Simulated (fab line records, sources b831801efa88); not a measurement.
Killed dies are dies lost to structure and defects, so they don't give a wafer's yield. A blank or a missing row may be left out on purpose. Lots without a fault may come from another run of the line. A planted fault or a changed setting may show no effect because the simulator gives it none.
One fault seen from 2 desks | flow gf180mcu | each desk has only its own numbers; what lay behind them comes last

THE METROLOGY DESK
What the gauges read, lot by lot, whatever tool the lot ran on: means of the sampled wafers that have a number. A lot is out of limits, marked OUT, if its mean lies more than 4 standard deviations from the usual mean; the brackets give that distance.
Columns: A = MVSD_OVL at GF_MVSD_OVL_MEAS_07, usual 0.0 nm; B = VT_IMPLANT_TW at GF_VT_IMPLANT_TW_MEAS_10, usual 561
lot  | first seen here | A    | B
L279 | day 4 13:17     | -0.0 | 556
L280 | day 4 14:53     | -0.3 | 566
L281 | day 4 23:17     | -0.1 | 557
L282 | day 5 02:53     | 2.3  | 556
L283 | day 5 08:48     | -0.5 | 565
L284 | day 5 14:59     | -0.0 | 558
L286 | day 6 01:25     | 2.1  | 555
L287 | day 6 07:44     | 0.2  | 567
L294 | day 8 03:14     | 0.4  | 562
L295 | day 8 14:54     | -0.8 | 570
L297 | day 8 20:56     | -0.3 | 555
L298 | day 9 00:10     | 0.1  | 562
L299 | day 9 05:13     | 2.3  | 556
L301 | day 9 17:05     | -0.3 | 568
This desk's finding: nothing out of limits on any of the 14 lots.

THE TOOL OWNER'S DESK: implanter-02
The tool's own readings at GF_NWELL_IMPLANT_09: means of the sampled wafers that have a number, for each lot that ran on this tool. A lot is out of limits, marked OUT, if its mean lies more than 4 standard deviations from the usual mean; the brackets give that distance.
Columns: A = beam_energy_keV at GF_NWELL_IMPLANT_09, usual 160.00
lot  | first seen here | A
L280 | day 3 12:03     | 160.01
L281 | day 3 19:48     | 160.00
L282 | day 3 23:52     | 159.98
L294 | day 6 19:44     | 159.99
L295 | day 7 06:34     | 184.61 (+99 or more) OUT
L297 | day 7 12:06     | 184.57 (+99 or more) OUT
This desk's finding: out of limits on L295, L297; first on L295, day 7 06:34 (beam_energy_keV at GF_NWELL_IMPLANT_09). In limits: L280, L281, L282, L294.

PUT TOGETHER
The tool owner's desk could have raised an alarm at day 7 06:34, on L295, L297.
The metrology desk saw nothing out of limits.
The metrology desk has L295, L297 on record, within its limits.
Of the lots named, all ran GF_NWELL_IMPLANT_09 on implanter-02.

WHAT THE SIMULATOR HAD PUT IN
Process parameter drift: implanter-02, from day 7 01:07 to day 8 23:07, at GF_NWELL_IMPLANT_09. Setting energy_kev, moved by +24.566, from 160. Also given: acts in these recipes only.
Lots struck among those shown: L295, L297.
Hours from the fault's start to each desk's first reading out of limits: the tool owner's desk, 5.
